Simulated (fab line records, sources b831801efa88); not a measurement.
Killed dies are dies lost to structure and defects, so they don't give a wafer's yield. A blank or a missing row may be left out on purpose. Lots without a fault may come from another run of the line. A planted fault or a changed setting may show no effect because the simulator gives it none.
fab line records | flow sky130
record lots=5 wafers=15 last_day=50
route steps=708 shown PWDE@52 NWELL@56 VT_ADJUST_HVTP@85
lots that met no fault: from a run of the same line without faults
start_h: hours from the record's first day to the start of the lot's first wafer shown | wait_h: hours since the lot's step before | " the same as in the row above | L1.1+2: a row that stands for several wafers | - no value, or no start given | * or withheld: withheld | < > ~ a bound
route shown NAME@n: a module of which the file shows steps, and the number in the route of the first | usual: mean/standard deviation of fault-free wafers | same: alike in all rows | chamber/n: place in a boat | sites: the reading at each site | _std_site: their standard deviation | _edge_site: outer sites' mean less inner sites' | radius_mm: how far each site lies from the wafer's centre | mask NAME#n: copy n | behind: the tool/chamber that last shaped the wafer | hold: why the lot was held/for how many hours/how that ended | device: the transistor (n, p or np) that didn't switch | end of line: the same wafers' tests at the end of the route | a step without rows: its recipe alone | killed: dies lost to structure and defects at the first sort, not the wafer's yield | map: a wafer's dies, x killed, . not, _ none there
set.NAME: the setting as run; set.NAME@STEP: as run at that earlier step | model.NAME: the simulator's own value behind a step, which no gauge read
lots at some steps of the route; a table a step, a row a wafer
services: from which hour (start_h, from the record's first day; less than 0 if before it) a tool's chamber was out of use, for how many hours, and why
## steps
# step SKY_PWDE_OVL_MEAS_07
# usual PWDE_OVL=1.2/1.4
# columns lot.wafer tool chamber start_h wait_h PWDE_OVL[nm]
L077.1 overlay-01 - 89.68 - 0.8
L077.4 " - " " 0.7
L077.6 " - " " -0.5
L080.1 overlay-01 - 103.58 - 3.4
L080.2 " - " " 2.9
L080.6 " - " " 3.4
L092.3 overlay-01 - 170.99 - 0.5
L092.5 " - " " -1.7
L092.6 " - " " -0.3
L093.3 overlay-02 - 184.04 - -0.8
L093.4 " - " " 1.7
L093.5 " - " " 2.2
L094.1 overlay-02 - 184.45 - 1.2
L094.4 " - " " 1.9
L094.6 " - " " 2.6
# step SKY_PWDE_IMPLANT_08
# recipe species=B energy_kev=150 dose_cm2=3.6e+12 tilt_deg=withheld
# columns lot.wafer tool chamber start_h wait_h
L077.1+4+6 implanter-03 0 89.72 0.0
L080.1+2+6 implanter-02 0 103.62 0.0
L092.3+5+6 implanter-03 0 171.07 0.1
L093.3+4+5 implanter-04 0 184.12 0.1
L094.1+4+6 implanter-03 0 184.48 0.0
# step SKY_PWDE_STRIP_09
# recipe chemistry=O2/N2 power_w=1400 pressure_mtorr=1500 platen_temp_c=withheld o2_flow_sccm=3000 n2_flow_sccm=300 overash_fraction=0.5
# usual drypump_motor_current_A=5.7/0.41 oes_product_au=0.723/0.0043 strip_time_to_endpoint_s=36.92/0.1
# same overash_fraction=0.5
# columns lot.wafer tool chamber start_h wait_h drypump_motor_current_A oes_product_au rf_hours_counter_h strip_time_to_endpoint_s
L077.1 plasma_asher-04 0 89.87 0.1 6.0 0.721 40 36.86
L077.4 " 0 " " 6.0 0.728 - 36.94
L077.6 " 0 " " 6.0 0.722 - 36.91
L080.1 plasma_asher-04 0 103.77 0.1 6.0 0.716 41 37.05
L080.2 " 1 " " 5.7 0.723 41 37.14
L080.6 " 0 " " 6.0 0.734 - 36.96
L092.3 plasma_asher-03 1 171.20 0.1 6.0 0.722 - 36.99
L092.5 " 1 " " 6.0 0.717 - 37.04
L092.6 " 0 " " 5.1 0.726 - 37.08
L093.3 plasma_asher-03 1 184.25 0.1 6.0 0.729 - 36.91
L093.4 " 0 " " 5.0 0.719 - 37.01
L093.5 " 0 " " 5.0 0.720 - 37.04
L094.1 plasma_asher-03 0 184.63 0.1 5.1 0.719 38 36.91
L094.4 " 1 " " 6.0 0.719 - 37.02
L094.6 " 1 " " 6.0 0.725 - 36.97
# step SKY_PWDE_TW_MEAS_10
# usual PWDE_TW=373/7
# columns lot.wafer tool chamber start_h wait_h PWDE_TW
L077.1 film_metro-04 - 89.97 0.1 382
L077.4 " - " " 381
L077.6 " - " " 381
L080.1 film_metro-04 - 103.87 0.1 380
L080.2 " - " " 378
L080.6 " - " " 382
L092.3 film_metro-02 - 171.29 0.1 366
L092.5 " - " " 365
L092.6 " - " " 368
L093.3 film_metro-04 - 184.34 0.1 380
L093.4 " - " " 380
L093.5 " - " " 380
L094.1 film_metro-04 - 184.73 0.1 378
L094.4 " - " " 380
L094.6 " - " " 376
# step SKY_NWELL_DEHYDRATE_03
# recipe temp_c=200 time_s=60
# usual resist_line_temp_C=23.02/0.11
# columns lot.wafer tool chamber start_h wait_h resist_line_temp_C
L077.1 litho_track-04 0 98.48 8.5 22.99
L077.4 " 0 " " 23.03
L077.6 " 0 " " 23.03
L080.1 litho_track-03 0 111.85 8.0 22.89
L080.2 " 0 " " 22.89
L080.6 " 0 " " 22.83
L092.3 litho_track-02 0 181.43 10.1 23.01
L092.5 " 0 " " 23.21
L092.6 " 0 " " 23.13
L093.3 litho_track-03 0 193.50 9.2 22.82
L093.4 " 0 " " 22.85
L093.5 " 0 " " 22.81
L094.1 litho_track-02 0 193.83 9.1 23.03
L094.4 " 0 " " 23.12
L094.6 " 0 " " 23.01
# step SKY_NWELL_HMDS_04
# recipe prime_time_s=60 prime_temp_c=120
# usual resist_line_temp_C=22.99/0.11
# columns lot.wafer tool chamber start_h wait_h resist_line_temp_C
L077.1 litho_track-04 0 98.63 0.1 22.99
L077.4 " 0 " " 23.06
L077.6 " 0 " " 23.09
L080.1 litho_track-03 0 112.00 0.1 23.03
L080.2 " 0 " " 23.02
L080.6 " 0 " " 22.79
L092.3 litho_track-02 0 181.58 0.1 22.90
L092.5 " 0 " " 23.03
L092.6 " 0 " " 22.85
L093.3 litho_track-03 0 193.65 0.1 22.93
L093.4 " 0 " " 22.93
L093.5 " 0 " " 22.87
L094.1 litho_track-02 0 193.98 0.1 22.88
L094.4 " 0 " " 22.90
L094.6 " 0 " " 22.98
# step SKY_NWELL_COAT_05
# recipe spin_rpm=2000 resist_thk_nm=3000
# usual resist_line_temp_C=22.99/0.1
# columns lot.wafer tool chamber start_h wait_h resist_line_temp_C
L077.1 litho_track-04 0 98.78 0.1 23.05
L077.4 " 0 " " 22.98
L077.6 " 0 " " 23.04
L080.1 litho_track-03 0 112.15 0.1 22.99
L080.2 " 0 " " 23.20
L080.6 " 0 " " 23.15
L092.3 litho_track-02 0 181.73 0.1 23.03
L092.5 " 0 " " 22.95
L092.6 " 0 " " 23.06
L093.3 litho_track-03 0 193.80 0.1 22.96
L093.4 " 0 " " 22.86
L093.5 " 0 " " 22.78
L094.1 litho_track-02 0 194.13 0.1 23.00
L094.4 " 0 " " 22.86
L094.6 " 0 " " 22.92
# step SKY_NWELL_SOFTBAKE_06
# recipe temp_c=110 time_s=withheld
# usual resist_line_temp_C=23.03/0.1
# columns lot.wafer tool chamber start_h wait_h resist_line_temp_C
L077.1 litho_track-04 0 98.93 0.1 23.06
L077.4 " 0 " " 23.00
L077.6 " 0 " " 22.92
L080.1 litho_track-03 0 112.30 0.1 22.94
L080.2 " 0 " " 22.85
L080.6 " 0 " " 22.92
L092.3 litho_track-02 0 181.90 0.1 23.13
L092.5 " 0 " " 22.83
L092.6 " 0 " " 22.85
L093.3 litho_track-03 0 193.97 0.1 22.96
L093.4 " 0 " " 23.08
L093.5 " 0 " " 23.07
L094.1 litho_track-02 0 194.28 0.1 23.12
L094.4 " 0 " " 23.01
L094.6 " 0 " " 23.16
# step SKY_NWELL_EXPOSE_07
# recipe mask_id=NWM na=0.6 source_shape=conventional sigma_outer=0.6 polarization=unpolarized target_cd_nm=840 dose_mj=255
# columns lot.wafer tool chamber start_h wait_h mask
L077.1+4+6 iline_stepper-01 0 - - NWM#0
L080.1+2+6 iline_stepper-01 0 - - NWM#0
L092.3+5+6 iline_stepper-02 0 - - NWM#0
L093.3+4+5 iline_stepper-02 0 - - NWM#0
L094.1+4+6 iline_stepper-02 0 - - NWM#0
# step SKY_NWELL_PEB_08
# recipe temp_c=115 time_s=withheld
# usual resist_line_temp_C=22.99/0.11
# columns lot.wafer tool chamber start_h wait_h resist_line_temp_C
L077.1 litho_track-02 0 - - 22.89
L077.4 " 0 " " 22.93
L077.6 " 0 " " 22.96
L080.1 litho_track-04 0 - - 23.11
L080.2 " 0 " " 22.84
L080.6 " 0 " " 23.03
L092.3 litho_track-02 0 - - 22.85
L092.5 " 0 " " 22.97
L092.6 " 0 " " 22.88
L093.3 litho_track-02 0 - - 23.06
L093.4 " 0 " " 23.01
L093.5 " 0 " " 23.04
L094.1 litho_track-02 0 - - 23.05
L094.4 " 0 " " 23.03
L094.6 " 0 " " 22.89
# step SKY_NWELL_DEVELOP_09
# recipe wall_angle_deg=90 developer=TMAH develop_time_s=60 dev_temp_c=23
# usual resist_line_temp_C=23.05/0.094
# columns lot.wafer tool chamber start_h wait_h resist_line_temp_C
L077.1 litho_track-02 0 - - 23.21
L077.4 " 0 " " 23.02
L077.6 " 0 " " 23.06
L080.1 litho_track-04 0 - - 22.98
L080.2 " 0 " " 22.98
L080.6 " 0 " " 23.11
L092.3 litho_track-02 0 - - 22.94
L092.5 " 0 " " 23.08
L092.6 " 0 " " 23.05
L093.3 litho_track-02 0 - - 23.07
L093.4 " 0 " " 23.22
L093.5 " 0 " " 23.31
L094.1 litho_track-02 0 - - 23.05
L094.4 " 0 " " 23.18
L094.6 " 0 " " 23.14
# step SKY_NWELL_OVL_MEAS_10
# usual NWELL_00_OVL=-0.1/1.4
# columns lot.wafer tool chamber start_h wait_h NWELL_00_OVL[nm]
L077.1 overlay-01 - 107.33 - -0.7
L077.4 " - " " 1.1
L077.6 " - " " 0.8
L080.1 overlay-01 - 121.08 - -0.1
L080.2 " - " " 0.8
L080.6 " - " " -0.2
L092.3 overlay-02 - 192.09 - -2.6
L092.5 " - " " -0.3
L092.6 " - " " 1.2
L093.3 overlay-01 - 204.39 - -1.0
L093.4 " - " " -2.0
L093.5 " - " " -1.1
L094.1 overlay-01 - 205.03 - -0.8
L094.4 " - " " 1.8
L094.6 " - " " -2.0
# step SKY_NWELL_IMPLANT_11
# recipe species=P energy_kev=400 dose_cm2=1.9e+13 tilt_deg=withheld
# columns lot.wafer tool chamber start_h wait_h
L077.1+4+6 implanter-04 0 107.37 0.0
L080.1+2+6 implanter-04 0 121.12 0.0
L092.3+5+6 implanter-02 0 192.17 0.1
L093.3+4+5 implanter-02 0 204.47 0.1
L094.1+4+6 implanter-04 0 205.07 0.0
# step SKY_NWELL_IMPLANT_12
# recipe species=P energy_kev=120 dose_cm2=1.3e+12 tilt_deg=withheld
# columns lot.wafer tool chamber start_h wait_h
L077.1+4+6 implanter-04 0 107.52 0.1
L080.1+2+6 implanter-04 0 121.27 0.1
L092.3+5+6 implanter-02 0 192.32 0.1
L093.3+4+5 implanter-02 0 204.62 0.1
L094.1+4+6 implanter-04 0 205.22 0.1
# step SKY_NWELL_IMPLANT_13
# recipe species=P energy_kev=50 dose_cm2=7e+11 tilt_deg=withheld
# columns lot.wafer tool chamber start_h wait_h
L077.1+4+6 implanter-04 0 107.67 0.1
L080.1+2+6 implanter-04 0 121.42 0.1
L092.3+5+6 implanter-02 0 192.47 0.1
L093.3+4+5 implanter-02 0 204.77 0.1
L094.1+4+6 implanter-04 0 205.37 0.1
# step SKY_NWELL_STRIP_14
# recipe chemistry=O2/N2 power_w=1400 pressure_mtorr=1500 platen_temp_c=withheld o2_flow_sccm=3000 n2_flow_sccm=300 overash_fraction=0.5
# usual drypump_motor_current_A=5.7/0.38 oes_product_au=0.722/0.0048 strip_time_to_endpoint_s=36.91/0.11
# same overash_fraction=0.5
# columns lot.wafer tool chamber start_h wait_h drypump_motor_current_A oes_product_au rf_hours_counter_h strip_time_to_endpoint_s
L077.1 plasma_asher-01 0 107.82 0.1 6.4 0.727 39 36.79
L077.4 " 0 " " 6.4 0.721 - 36.76
L077.6 " 0 " " 6.3 0.724 - 36.91
L080.1 plasma_asher-03 0 121.57 0.1 5.1 0.714 32 36.98
L080.2 " 1 " " 6.0 0.716 32 36.97
L080.6 " 1 " " 6.0 0.724 - 36.99
L092.3 plasma_asher-02 1 192.60 0.1 5.8 0.719 - 36.83
L092.5 " 0 " " 5.6 0.724 - 36.81
L092.6 " 1 " " 5.8 0.716 - 36.90
L093.3 plasma_asher-03 1 204.90 0.1 6.0 0.720 - 36.86
L093.4 " 0 " " 5.0 0.722 - 36.89
L093.5 " 0 " " 5.1 0.723 - 36.88
L094.1 plasma_asher-02 0 205.52 0.1 5.6 0.716 53 36.94
L094.4 " 0 " " 5.6 0.728 - 36.93
L094.6 " 0 " " 5.6 0.727 - 36.92
# step SKY_NWELL_TW_MEAS_15
# usual NWELL_TW=1808/31
# columns lot.wafer tool chamber start_h wait_h NWELL_TW
L077.1 film_metro-04 - 107.92 0.1 1854
L077.4 " - " " 1849
L077.6 " - " " 1849
L080.1 film_metro-01 - 121.67 0.1 1784
L080.2 " - " " 1781
L080.6 " - " " 1774
L092.3 film_metro-04 - 192.69 0.1 1851
L092.5 " - " " 1851
L092.6 " - " " 1842
L093.3 film_metro-04 - 204.99 0.1 1851
L093.4 " - " " 1835
L093.5 " - " " 1850
L094.1 film_metro-04 - 205.62 0.1 1846
L094.4 " - " " 1847
L094.6 " - " " 1855
# step SKY_NWELL_DEHYDRATE_16
# recipe temp_c=200 time_s=60
# usual resist_line_temp_C=23.00/0.097
# columns lot.wafer tool chamber start_h wait_h resist_line_temp_C
L077.1 litho_track-04 0 116.73 8.8 23.18
L077.4 " 0 " " 23.04
L077.6 " 0 " " 22.96
L080.1 litho_track-03 0 130.30 8.6 23.01
L080.2 " 0 " " 23.09
L080.6 " 0 " " 23.01
L092.3 litho_track-03 0 202.55 9.9 22.84
L092.5 " 0 " " 23.04
L092.6 " 0 " " 22.96
L093.3 litho_track-04 0 214.28 9.3 23.19
L093.4 " 0 " " 23.14
L093.5 " 0 " " 23.08
L094.1 litho_track-04 0 214.88 9.3 22.98
L094.4 " 0 " " 22.92
L094.6 " 0 " " 22.98
# step SKY_NWELL_HMDS_17
# recipe prime_time_s=60 prime_temp_c=120
# usual resist_line_temp_C=22.99/0.11
# columns lot.wafer tool chamber start_h wait_h resist_line_temp_C
L077.1 litho_track-04 0 116.88 0.1 23.05
L077.4 " 0 " " 23.00
L077.6 " 0 " " 22.91
L080.1 litho_track-03 0 130.45 0.1 22.84
L080.2 " 0 " " 23.09
L080.6 " 0 " " 23.06
L092.3 litho_track-03 0 202.70 0.1 23.07
L092.5 " 0 " " 23.00
L092.6 " 0 " " 22.91
L093.3 litho_track-04 0 214.43 0.1 23.04
L093.4 " 0 " " 23.01
L093.5 " 0 " " 23.00
L094.1 litho_track-04 0 215.03 0.1 22.94
L094.4 " 0 " " 22.97
L094.6 " 0 " " 22.83
# step SKY_NWELL_COAT_18
# recipe spin_rpm=2000 resist_thk_nm=3000
# usual resist_line_temp_C=23.02/0.11
# columns lot.wafer tool chamber start_h wait_h resist_line_temp_C
L077.1 litho_track-04 0 117.03 0.1 22.92
L077.4 " 0 " " 22.88
L077.6 " 0 " " 22.95
L080.1 litho_track-03 0 130.60 0.1 22.95
L080.2 " 0 " " 23.00
L080.6 " 0 " " 22.99
L092.3 litho_track-03 0 202.85 0.1 23.17
L092.5 " 0 " " 23.14
L092.6 " 0 " " 23.16
L093.3 litho_track-04 0 214.58 0.1 22.97
L093.4 " 0 " " 22.86
L093.5 " 0 " " 23.00
L094.1 litho_track-04 0 215.18 0.1 22.99
L094.4 " 0 " " 23.09
L094.6 " 0 " " 23.08
# step SKY_NWELL_SOFTBAKE_19
# recipe temp_c=110 time_s=withheld
# usual resist_line_temp_C=23.00/0.09
# columns lot.wafer tool chamber start_h wait_h resist_line_temp_C
L077.1 litho_track-04 0 117.18 0.1 22.99
L077.4 " 0 " " 23.02
L077.6 " 0 " " 23.11
L080.1 litho_track-03 0 130.75 0.1 23.09
L080.2 " 0 " " 23.00
L080.6 " 0 " " 22.90
L092.3 litho_track-03 0 203.02 0.1 23.04
L092.5 " 0 " " 22.99
L092.6 " 0 " " 22.90
L093.3 litho_track-04 0 214.75 0.1 23.03
L093.4 " 0 " " 23.13
L093.5 " 0 " " 23.11
L094.1 litho_track-04 0 215.33 0.1 22.91
L094.4 " 0 " " 23.06
L094.6 " 0 " " 22.97
# step SKY_NWELL_EXPOSE_20
# recipe mask_id=NWM_COMPLEMENT na=0.6 source_shape=conventional sigma_outer=0.6 polarization=unpolarized target_cd_nm=840 dose_mj=260
# columns lot.wafer tool chamber start_h wait_h mask
L077.1+4+6 iline_stepper-02 0 - - NWM_COMPLEMENT#0
L080.1+2+6 iline_stepper-01 0 - - NWM_COMPLEMENT#0
L092.3+5+6 iline_stepper-01 0 - - NWM_COMPLEMENT#0
L093.3+4+5 iline_stepper-01 0 - - NWM_COMPLEMENT#0
L094.1+4+6 iline_stepper-02 0 - - NWM_COMPLEMENT#0
# step SKY_NWELL_PEB_21
# recipe temp_c=115 time_s=withheld
# usual resist_line_temp_C=23.02/0.11
# columns lot.wafer tool chamber start_h wait_h resist_line_temp_C
L077.1 litho_track-03 0 - - 22.90
L077.4 " 0 " " 22.81
L077.6 " 0 " " 22.99
L080.1 litho_track-02 0 - - 23.22
L080.2 " 0 " " 23.05
L080.6 " 0 " " 23.13
L092.3 litho_track-04 0 - - 23.07
L092.5 " 0 " " 23.05
L092.6 " 0 " " 23.21
L093.3 litho_track-03 0 - - 22.95
L093.4 " 0 " " 23.03
L093.5 " 0 " " 22.83
L094.1 litho_track-02 0 - - 23.07
L094.4 " 0 " " 23.19
L094.6 " 0 " " 23.13
# step SKY_NWELL_DEVELOP_22
# recipe wall_angle_deg=90 developer=TMAH develop_time_s=60 dev_temp_c=23
# usual resist_line_temp_C=23.00/0.1
# columns lot.wafer tool chamber start_h wait_h resist_line_temp_C
L077.1 litho_track-03 0 - - 22.93
L077.4 " 0 " " 23.08
L077.6 " 0 " " 23.01
L080.1 litho_track-02 0 - - 23.13
L080.2 " 0 " " 23.04
L080.6 " 0 " " 23.17
L092.3 litho_track-04 0 - - 23.08
L092.5 " 0 " " 23.12
L092.6 " 0 " " 23.07
L093.3 litho_track-03 0 - - 23.13
L093.4 " 0 " " 23.01
L093.5 " 0 " " 22.97
L094.1 litho_track-02 0 - - 23.00
L094.4 " 0 " " 22.92
L094.6 " 0 " " 23.12
# step SKY_NWELL_OVL_MEAS_23
# usual NWELL_01_OVL=0.2/1.3
# columns lot.wafer tool chamber start_h wait_h NWELL_01_OVL[nm]
L077.1 overlay-02 - 126.85 - -0.1
L077.4 " - " " 1.3
L077.6 " - " " 1.5
L080.1 overlay-02 - 140.83 - -0.9
L080.2 " - " " -0.8
L080.6 " - " " -1.4
L092.3 overlay-02 - 212.84 - 1.8
L092.5 " - " " 2.6
L092.6 " - " " 0.4
L093.3 overlay-01 - 225.82 - -2.0
L093.4 " - " " -1.8
L093.5 " - " " -0.7
L094.1 overlay-02 - 226.73 - 1.9
L094.4 " - " " 0.6
L094.6 " - " " 1.5
# step SKY_NWELL_IMPLANT_24
# recipe species=B energy_kev=137.3 dose_cm2=9.2e+12 tilt_deg=withheld
# columns lot.wafer tool chamber start_h wait_h
L077.1+4+6 implanter-01 0 126.89 0.0
L080.1+2+6 implanter-04 0 140.87 0.0
L092.3+5+6 implanter-04 0 212.92 0.1
L093.3+4+5 implanter-02 0 225.89 0.1
L094.1+4+6 implanter-01 0 226.77 0.0
# step SKY_NWELL_STRIP_25
# recipe chemistry=O2/N2 power_w=1400 pressure_mtorr=1500 platen_temp_c=withheld o2_flow_sccm=3000 n2_flow_sccm=300 overash_fraction=0.5
# usual drypump_motor_current_A=5.7/0.44 oes_product_au=0.722/0.0046 strip_time_to_endpoint_s=36.85/0.13
# same overash_fraction=0.5
# columns lot.wafer tool chamber start_h wait_h drypump_motor_current_A oes_product_au rf_hours_counter_h strip_time_to_endpoint_s
L077.1 plasma_asher-03 1 127.04 0.1 6.0 0.718 32 36.97
L077.4 " 0 " " 5.1 0.724 - 36.95
L077.6 " 1 " " 6.0 0.719 - 37.01
L080.1 plasma_asher-01 0 141.02 0.1 6.3 0.717 42 37.10
L080.2 " 1 " " 5.4 0.715 42 36.96
L080.6 " 1 " " 5.4 0.720 - 36.99
L092.3 plasma_asher-01 0 213.05 0.1 6.4 0.724 - 36.64
L092.5 " 1 " " 5.4 0.722 - 36.73
L092.6 " 0 " " 6.4 0.723 - 36.72
L093.3 plasma_asher-02 1 226.02 0.1 5.8 0.728 - 37.13
L093.4 " 0 " " 5.6 0.722 - 37.07
L093.5 " 0 " " 5.6 0.721 - 37.06
L094.1 plasma_asher-01 1 226.92 0.1 5.4 0.729 51 36.77
L094.4 " 1 " " 5.4 0.717 - 36.87
L094.6 " 1 " " 5.4 0.719 - 36.67
# step SKY_NWELL_TW_MEAS_26
# usual NWELL_2_TW=494/9.5
# columns lot.wafer tool chamber start_h wait_h NWELL_2_TW
L077.1 film_metro-02 - 127.14 0.1 485
L077.4 " - " " 484
L077.6 " - " " 482
L080.1 film_metro-01 - 141.12 0.1 485
L080.2 " - " " 488
L080.6 " - " " 488
L092.3 film_metro-01 - 213.14 0.1 491
L092.5 " - " " 489
L092.6 " - " " 491
L093.3 film_metro-02 - 226.11 0.1 485
L093.4 " - " " 484
L093.5 " - " " 484
L094.1 film_metro-04 - 227.02 0.1 506
L094.4 " - " " 505
L094.6 " - " " 506
# step SKY_NWELL_CLEAN_27
# recipe chemistry=SC1/SC2 mix=1:4:20 temp_c=70 time_s=150 dry=n2_spin
# usual bath_heat_duty_pct=13.4/1.2
# columns lot.wafer tool chamber start_h wait_h bath_heat_duty_pct
L077.1 wet_bench-02 2 127.20 0.1 12.1
L077.4 " 2 " " 12.4
L077.6 " 2 " " 13.1
L080.1 wet_bench-02 2 141.18 0.1 11.2
L080.2 " 2 " " 11.6
L080.6 " 2 " " 11.5
L092.3 wet_bench-03 2 213.18 0.0 13.7
L092.5 " 2 " " 13.0
L092.6 " 2 " " 13.2
L093.3 wet_bench-02 0 226.15 0.0 13.5
L093.4 " 0 " " 13.3
L093.5 " 0 " " 12.1
L094.1 wet_bench-01 2 227.08 0.1 14.7
L094.4 " 2 " " 15.2
L094.6 " 2 " " 16.2
# step SKY_NWELL_RTA_28
# recipe temp_c=1050 time_s=30 idle_temp_c=650 ramp_up_c_per_s=150 ramp_down_c_per_s=90 ambient=N2
# usual lamp_power_pct=25.31/0.053 wafer_temp_C_max=1054.7/0.84
# columns lot.wafer tool chamber start_h wait_h lamp_power_pct wafer_temp_C_max
L077.1 rtp_anneal-02 0 127.25 0.0 25.24 1056.5
L077.4 " 0 " " 25.29 1053.4
L077.6 " 0 " " 25.29 1056.1
L080.1 rtp_anneal-01 0 141.23 0.0 25.34 1055.9
L080.2 " 0 " " 25.42 1056.5
L080.6 " 0 " " 25.26 1053.5
L092.3 rtp_anneal-01 0 213.26 0.0 25.29 1054.3
L092.5 " 0 " " 25.32 1054.8
L092.6 " 0 " " 25.32 1056.3
L093.3 rtp_anneal-01 0 226.23 0.0 25.26 1055.6
L093.4 " 0 " " 25.39 1053.9
L093.5 " 0 " " 25.23 1055.9
L094.1 rtp_anneal-02 0 227.14 0.0 25.34 1054.3
L094.4 " 0 " " 25.39 1054.3
L094.6 " 0 " " 25.52 1055.3
# step SKY_NWELL_RS_MEAS_29
# recipe thk_meas_gauge=four-point-probe
# usual NWELL_RS=624.4/1.5
# columns lot.wafer tool chamber start_h wait_h NWELL_RS[ohm/sq]
L077.1 film_metro-04 - 127.35 0.1 627.0
L077.4 " - " " 627.1
L077.6 " - " " 628.5
L080.1 film_metro-02 - 141.33 0.1 625.1
L080.2 " - " " 623.5
L080.6 " - " " 622.7
L092.3 film_metro-04 - 213.37 0.1 623.9
L092.5 " - " " 625.3
L092.6 " - " " 625.9
L093.3 film_metro-04 - 226.34 0.1 624.6
L093.4 " - " " 625.4
L093.5 " - " " 625.9
L094.1 film_metro-02 - 227.24 0.1 623.5
L094.4 " - " " 622.6
L094.6 " - " " 624.1
# step SKY_NWELL_RS_MEAS_31
# recipe thk_meas_gauge=four-point-probe
# usual PWDE_RS=5270/16
# columns lot.wafer tool chamber start_h wait_h PWDE_RS[ohm/sq]
L077.1 film_metro-04 - 127.59 0.1 5272
L077.4 " - " " 5269
L077.6 " - " " 5266
L080.1 film_metro-02 - 141.57 0.1 5241
L080.2 " - " " 5249
L080.6 " - " " 5264
L092.3 film_metro-04 - 213.61 0.1 5282
L092.5 " - " " 5283
L092.6 " - " " 5278
L093.3 film_metro-04 - 226.58 0.1 5243
L093.4 " - " " 5259
L093.5 " - " " 5268
L094.1 film_metro-02 - 227.48 0.1 5259
L094.4 " - " " 5264
L094.6 " - " " 5250
# step SKY_VT_ADJUST_HVTP_DEHYDRATE_00
# recipe temp_c=200 time_s=60
# usual resist_line_temp_C=22.99/0.092
# columns lot.wafer tool chamber start_h wait_h resist_line_temp_C
L077.1 litho_track-01 0 136.80 9.2 23.05
L077.4 " 0 " " 23.06
L077.6 " 0 " " 22.95
L080.1 litho_track-01 0 150.25 8.7 23.07
L080.2 " 0 " " 23.05
L080.6 " 0 " " 23.16
L092.3 litho_track-01 0 224.15 10.5 22.89
L092.5 " 0 " " 23.00
L092.6 " 0 " " 22.83
L093.3 litho_track-02 0 236.78 10.2 23.02
L093.4 " 0 " " 22.96
L093.5 " 0 " " 23.16
L094.1 litho_track-03 0 238.20 10.7 22.90
L094.4 " 0 " " 23.01
L094.6 " 0 " " 23.05
# step SKY_VT_ADJUST_HVTP_HMDS_01
# recipe prime_time_s=60 prime_temp_c=120
# usual resist_line_temp_C=22.99/0.098
# columns lot.wafer tool chamber start_h wait_h resist_line_temp_C
L077.1 litho_track-01 0 136.95 0.1 23.08
L077.4 " 0 " " 23.06
L077.6 " 0 " " 23.17
L080.1 litho_track-01 0 150.40 0.1 23.10
L080.2 " 0 " " 22.91
L080.6 " 0 " " 22.81
L092.3 litho_track-01 0 224.30 0.1 22.92
L092.5 " 0 " " 22.91
L092.6 " 0 " " 23.13
L093.3 litho_track-02 0 236.93 0.1 22.96
L093.4 " 0 " " 22.97
L093.5 " 0 " " 22.94
L094.1 litho_track-03 0 238.35 0.1 23.16
L094.4 " 0 " " 22.91
L094.6 " 0 " " 23.08
# step SKY_VT_ADJUST_HVTP_COAT_02
# recipe resist=NOVOLAK spin_rpm=3000 resist_thk_nm=1140
# usual resist_line_temp_C=22.99/0.11
# columns lot.wafer tool chamber start_h wait_h resist_line_temp_C
L077.1 litho_track-01 0 137.10 0.1 23.01
L077.4 " 0 " " 23.01
L077.6 " 0 " " 22.89
L080.1 litho_track-01 0 150.55 0.1 23.05
L080.2 " 0 " " 22.96
L080.6 " 0 " " 23.04
L092.3 litho_track-01 0 224.45 0.1 23.09
L092.5 " 0 " " 23.08
L092.6 " 0 " " 23.11
L093.3 litho_track-02 0 237.08 0.1 22.94
L093.4 " 0 " " 22.84
L093.5 " 0 " " 22.91
L094.1 litho_track-03 0 238.50 0.1 23.07
L094.4 " 0 " " 23.05
L094.6 " 0 " " 22.89
# step SKY_VT_ADJUST_HVTP_SOFTBAKE_03
# recipe temp_c=90 time_s=60 resist=NOVOLAK
# usual resist_line_temp_C=22.98/0.11
# columns lot.wafer tool chamber start_h wait_h resist_line_temp_C
L077.1 litho_track-01 0 137.25 0.1 23.11
L077.4 " 0 " " 22.96
L077.6 " 0 " " 23.00
L080.1 litho_track-01 0 150.70 0.1 22.92
L080.2 " 0 " " 23.02
L080.6 " 0 " " 22.92
L092.3 litho_track-01 0 224.60 0.1 22.86
L092.5 " 0 " " 23.03
L092.6 " 0 " " 23.01
L093.3 litho_track-02 0 237.23 0.1 23.01
L093.4 " 0 " " 23.18
L093.5 " 0 " " 23.32
L094.1 litho_track-03 0 238.65 0.1 23.15
L094.4 " 0 " " 23.12
L094.6 " 0 " " 23.18
# step SKY_VT_ADJUST_HVTP_EXPOSE_04
# recipe mask_id=HVTPM na=0.6 source_shape=conventional sigma_outer=0.6 polarization=unpolarized target_cd_nm=380 dose_mj=140
# columns lot.wafer tool chamber start_h wait_h mask
L077.1+4+6 iline_stepper-02 0 - - HVTPM#0
L080.1+2+6 iline_stepper-01 0 - - HVTPM#0
L092.3+5+6 iline_stepper-02 0 - - HVTPM#0
L093.3+4+5 iline_stepper-01 0 - - HVTPM#0
L094.1+4+6 iline_stepper-01 0 - - HVTPM#0
# step SKY_VT_ADJUST_HVTP_PEB_05
# recipe temp_c=withheld time_s=* resist=NOVOLAK
# usual resist_line_temp_C=*
# columns lot.wafer tool chamber start_h wait_h resist_line_temp_C
L077.1 litho_track-01 0 - - *
L077.4 " 0 " " *
L077.6 " 0 " " *
L080.1 litho_track-03 0 - - *
L080.2 " 0 " " *
L080.6 " 0 " " *
L092.3 litho_track-01 0 - - *
L092.5 " 0 " " *
L092.6 " 0 " " *
L093.3 litho_track-03 0 - - *
L093.4 " 0 " " *
L093.5 " 0 " " *
L094.1 litho_track-03 0 - - *
L094.4 " 0 " " *
L094.6 " 0 " " *
## services
# columns tool chamber start_h hours kind
plasma_asher-03 - 90.71 2.8 pm
implanter-01 - 97.49 1.3 repair
implanter-03 - 101.17 2.3 repair
plasma_asher-04 - 108.75 9.0 pm
implanter-03 - 109.23 4.0 repair
plasma_asher-03 - 115.91 0.9 repair
implanter-01 - 127.23 0.7 repair
implanter-04 - 127.55 3.6 pm
implanter-03 - 145.38 6.1 repair
iline_stepper-01 - 147.87 2.6 repair
rtp_anneal-01 - 158.33 4.3 pm
iline_stepper-01 - 162.22 4.4 pm
iline_stepper-02 - 172.31 1.7 pm
plasma_asher-04 - 187.45 57.9 repair
implanter-04 - 193.37 4.9 repair
implanter-03 - 201.80 3.2 repair
iline_stepper-02 - 206.47 8.9 pm
plasma_asher-01 - 206.61 5.0 repair
implanter-04 - 213.44 3.6 repair
wet_bench-03 - 219.19 1.5 repair
implanter-01 - 228.67 4.7 pm
iline_stepper-01 - 229.51 1.7 pm
implanter-03 - 246.19 1.4 repair
implanter-01 - 248.25 5.8 pm
## key
fault none
